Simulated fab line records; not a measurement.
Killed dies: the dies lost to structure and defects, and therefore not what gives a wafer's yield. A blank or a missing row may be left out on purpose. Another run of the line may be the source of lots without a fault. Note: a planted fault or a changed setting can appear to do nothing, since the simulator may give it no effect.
Which tool did it? :: flow gf180mcu :: 6 lots with 18 wafers sampled at 2 steps, on a route of 602 steps

== WHAT THE GAUGES SHOWED, per wafer ==
GF_STI_THK_MEAS_04.
lot: L773
measured: day 1 18:44
on: film metro-04
STI_CVD_03_THK (nm): 206.4 204.8 203.9

lot: L776
measured: day 2 11:08
on: film metro-03
STI_CVD_03_THK (nm): 204.6 204.8 204.4

lot: L779
measured: day 3 03:23
on: film metro-04
STI_CVD_03_THK (nm): 207.1 205.7 206.8

lot: L781
measured: day 3 10:34
on: film metro-02
STI_CVD_03_THK (nm): 208.0 209.3 207.5

lot: L785
measured: day 4 14:39
on: film metro-02
STI_CVD_03_THK (nm): 417.0 418.4 415.7

lot: L787
measured: day 4 17:08
on: film metro-02
STI_CVD_03_THK (nm): 207.0 207.6 207.1

== TOOL THAT RAN EACH LOT (tool first, then ch and the chambers of the sampled wafers, then the start) ==
lot: L773
GF_STI_CVD_03: lpcvd-02 ch 1, day 1 16:44

lot: L776
GF_STI_CVD_03: lpcvd-02 ch 1, day 2 09:09

lot: L779
GF_STI_CVD_03: lpcvd-02 ch 0, day 3 01:24

lot: L781
GF_STI_CVD_03: lpcvd-01 ch 1, day 3 08:34

lot: L785
GF_STI_CVD_03: lpcvd-02 ch 1, day 4 09:00 and lpcvd-01 ch 1, day 4 12:40

lot: L787
GF_STI_CVD_03: lpcvd-01 ch 0, day 4 15:10
- GF_STI_CVD_03: deposits Si3N4 from DCS/NH3, target thk 207.16 nm, time 3551 s.

== THE ANSWER, worked out from the rows above alone ==
Rule: what is usual is taken from the lots themselves. Put in order of their means at a reading, lots are off if they are a third of the lots or fewer, leave a main group of 4 or more, and stand apart from it by a gap of 3 or more times the standard deviation of the main group's means; of several such gaps the widest counts. A main group whose means are all the same, to the digits that the tables above print for the reading, isn't used. Also off: a lot with no number at a reading for which 4 or more lots have one. Where the step has rows for the other lots, those lots are counted as sound.
Off: L785, seen at GF_STI_THK_MEAS_04 (STI_CVD_03_THK). For the main group the mean is 206.3 nm and the standard deviation 1.4.
If a tool, at a process step before that reading, ran all the lots that are off and no sound lot after the first of them, it fits. Gauges at GF_STI_THK_MEAS_04: tried the same way as those tools. One fits: GF_STI_CVD_03 on lpcvd-02. Its last sound lot is L779 (day 3 01:24), its first lot that is off L785 (day 4 09:00): a fault that began between those two fits.

== WHAT WAS PUT IN BY THE SIMULATOR ==
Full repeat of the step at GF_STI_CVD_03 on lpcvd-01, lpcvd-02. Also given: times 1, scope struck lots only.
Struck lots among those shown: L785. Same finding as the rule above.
